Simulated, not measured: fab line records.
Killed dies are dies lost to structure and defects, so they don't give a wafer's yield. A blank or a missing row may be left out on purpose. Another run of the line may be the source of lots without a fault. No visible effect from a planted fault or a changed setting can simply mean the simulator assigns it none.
What tool caused it? + flow gf180mcu + 18 wafers from 6 lots sampled at 2 of the route's 602 steps

== WHAT THE GAUGES READ, wafer by wafer ==
GF_PSD_OVL_MEAS_08.
| lot  | measured     | on         | PSD_OVL (nm)   |
|------|--------------|------------|----------------|
| L796 | day 14 14:42 | overlay-01 | 0.7 0.6 -2.0   |
| L798 | day 15 15:48 | overlay-02 | -1.3 -0.2 -1.5 |
| L801 | day 16 06:40 | overlay-02 | 1.5 -0.6 2.0   |
| L808 | day 19 07:22 | overlay-01 | -1.9 -0.5 -0.6 |
| L815 | day 21 07:19 | overlay-02 | 1.0 -0.4 0.4   |
| L817 | day 22 00:06 | overlay-02 | 2.0 0.8 0.3    |

== TOOL THAT RAN EACH LOT (tool first, then ch and the chambers of the sampled wafers, then the start) ==
| lot  | GF_LVPWELL_EXPOSE_04               |
|------|------------------------------------|
| L796 | iline-stepper-01 ch 0, day 3 19:26 |
| L798 | iline-stepper-01 ch 0, day 4 07:44 |
| L801 | iline-stepper-01 ch 0, day 4 23:22 |
| L808 | iline-stepper-01 ch 0, day 6 19:43 |
| L815 | iline-stepper-02 ch 0, day 8 05:02 |
| L817 | iline-stepper-02 ch 0, day 8 17:48 |
- GF_LVPWELL_EXPOSE_04: exposes mask LVPWELL, target cd 600 nm.

== THE ANSWER, worked out from the rows above alone ==
Rule: the usual values come from the lots themselves. Put in order of their means at a reading, lots are off if they are a third of the lots or fewer, leave a main group of 4 or more, and stand apart from it by a gap of 3 or more times the standard deviation of the main group's means; of several such gaps the widest counts. If all means in a main group match to the digits the tables above print for the reading, that group is not used. A lot without any number at a reading at which 4 lots or more have one is off too. Any other lot the step has rows for is counted as sound.
Across all readings shown, no lot is off: no conclusion can be drawn from this.

== WHAT THE SIMULATOR HAD PUT IN ==
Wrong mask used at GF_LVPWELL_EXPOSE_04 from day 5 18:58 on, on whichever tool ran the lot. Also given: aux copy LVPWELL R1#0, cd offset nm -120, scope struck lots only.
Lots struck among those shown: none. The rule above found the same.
